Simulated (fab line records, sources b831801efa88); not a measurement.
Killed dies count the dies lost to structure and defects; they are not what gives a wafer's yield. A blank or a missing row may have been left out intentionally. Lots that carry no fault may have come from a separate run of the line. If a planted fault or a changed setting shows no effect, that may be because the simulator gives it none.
2 desks looking at one fault / flow sky130 / each desk has only its own numbers; what lay behind them comes last

## METROLOGY DESK
Means of the sampled wafers that have a number, per lot and without regard to the tool the lot ran on: this is what the gauges read. A lot is out of limits, marked OUT, if its mean lies more than 4 standard deviations from the usual mean; the brackets give that distance.
Columns: A = METAL5_ALCU_RS at SKY_METAL5_RS_MEAS_05, usual 0.0270 ohm/sq; B = METAL5_ALCU_THK at SKY_METAL5_THK_MEAS_06, usual 1165 nm
lot=L634; first seen here=day 43 00:02; A=0.0275; B=1140
lot=L637; first seen here=day 43 21:21; A=0.0267; B=1170
lot=L639; first seen here=day 44 13:29; A=0.0270; B=1177
lot=L640; first seen here=day 45 03:19; A=0.0272; B=1175
lot=L641; first seen here=day 45 04:13; A=0.0268; B=1179
lot=L651; first seen here=day 47 10:14; A=0.0364 (+26) OUT; B=966 (-12) OUT
lot=L652; first seen here=day 47 18:35; A=0.0272; B=1148
lot=L654; first seen here=day 48 05:04; A=0.0275; B=1153
lot=L657; first seen here=day 49 02:14; A=0.0271; B=1155
Per this desk, out of limits: L651; the first was L651, day 47 10:14 (METAL5_ALCU_RS at SKY_METAL5_RS_MEAS_05). In limits: L634, L637, L639, L640, L641, L652, L654, L657.

## DESK OF THE TOOL OWNER: pvd sputter-04
The tool's own readings at SKY_METAL5_SPUTTER_02 (material AlCu, target thk 1150 nm, time 61.2 s): means of the sampled wafers that have a number, for each lot that ran on this tool. A lot is out of limits, marked OUT, if its mean lies more than 4 standard deviations from the usual mean; the brackets give that distance.
Columns: A = cathode dc power W at SKY_METAL5_SPUTTER_02, usual 10600 W; B = throttle valve pct at SKY_METAL5_SPUTTER_02, usual 29.6 %
lot=L637; first seen here=day 43 21:13; A=10600; B=30.3
lot=L641; first seen here=day 45 04:06; A=10600; B=30.1
lot=L651; first seen here=day 47 10:07; A=10599; B=29.8
Result from this desk: across the 3 lots, nothing is out of limits.

## ALL TOGETHER
On L651, the metrology desk was in a position to raise an alarm at day 47 10:14.
Nothing out of limits was seen by the tool owner's desk.
Tool owner's desk: L651 on record, inside its limits.
The lots listed all ran SKY_METAL5_SPUTTER_02 on pvd sputter-04.

## WHAT WAS PUT IN BY THE SIMULATOR
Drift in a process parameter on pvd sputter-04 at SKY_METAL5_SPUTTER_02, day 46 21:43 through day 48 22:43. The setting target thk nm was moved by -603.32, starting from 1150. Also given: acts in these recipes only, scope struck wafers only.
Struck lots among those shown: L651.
Delay in hours, fault start to first out-of-limits reading, per desk: metrology desk 13.
